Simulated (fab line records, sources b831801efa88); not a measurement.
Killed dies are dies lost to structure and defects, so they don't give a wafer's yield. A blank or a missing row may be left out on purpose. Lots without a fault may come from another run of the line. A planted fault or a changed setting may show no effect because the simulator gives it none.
One fault seen from 2 desks | flow sky130 | each desk has only its own numbers; what lay behind them comes last

THE METROLOGY DESK
What the gauges read, lot by lot, whatever tool the lot ran on: means of the sampled wafers that have a number. A lot is out of limits, marked OUT, if its mean lies more than 4 standard deviations from the usual mean; the brackets give that distance.
Columns: A = SPACER_CVD_00_THK at SKY_SPACER_THK_MEAS_01, usual 43.3 nm; B = POLY_CUT_OVL at SKY_POLY_CUT_OVL_MEAS_09, usual 2 nm
lot  | first seen here | A    | B
L750 | day 22 08:41    | 43.7 | 10
L751 | day 23 01:28    | 43.2 | -3
L752 | day 23 09:53    | 43.1 | -1
L753 | day 24 01:19    | 43.6 | -5
L756 | day 24 22:04    | 43.8 | -3
L758 | day 25 17:07    | 43.5 | 2
L759 | day 26 05:55    | 43.2 | 6
L760 | day 26 11:14    | 43.2 | 3
L764 | day 28 01:34    | 43.0 | 8
L768 | day 28 22:40    | 43.5 | -0
L769 | day 29 12:52    | 42.7 | 2
L772 | day 30 17:10    | 42.8 | -2
L773 | day 30 19:25    | 42.8 | 4
This desk's finding: nothing out of limits on any of the 13 lots.

THE TOOL OWNER'S DESK: wet_bench-04
The tool's own readings at SKY_FIELD_ISO_WET_ETCH_28 (etches SiO2 in dHF, target depth 23.7 nm, time 47 s): means of the sampled wafers that have a number, for each lot that ran on this tool. A lot is out of limits, marked OUT, if its mean lies more than 4 standard deviations from the usual mean; the brackets give that distance.
Columns: A = run_length_s at SKY_FIELD_ISO_WET_ETCH_28, usual 76 s
lot  | first seen here | A
L752 | day 2 18:41     | 74
L753 | day 3 01:06     | 75
L758 | day 4 02:53     | 74
L764 | day 5 11:16     | 107 (+9.1) OUT
L769 | day 6 16:42     | 114 (+11) OUT
This desk's finding: out of limits on L764, L769; first on L764, day 5 11:16 (run_length_s at SKY_FIELD_ISO_WET_ETCH_28). In limits: L752, L753, L758.

PUT TOGETHER
The tool owner's desk could have raised an alarm at day 5 11:16, on L764, L769.
The metrology desk saw nothing out of limits.
The metrology desk has L764, L769 on record, within its limits.
Of the lots named, all ran SKY_FIELD_ISO_WET_ETCH_28 on wet_bench-04.

WHAT THE SIMULATOR HAD PUT IN
Process parameter drift: wet_bench-04, from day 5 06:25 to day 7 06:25, at SKY_FIELD_ISO_WET_ETCH_28. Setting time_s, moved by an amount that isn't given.
Lots struck among those shown: L764, L769.
Hours from the fault's start to each desk's first reading out of limits: the tool owner's desk, 5.
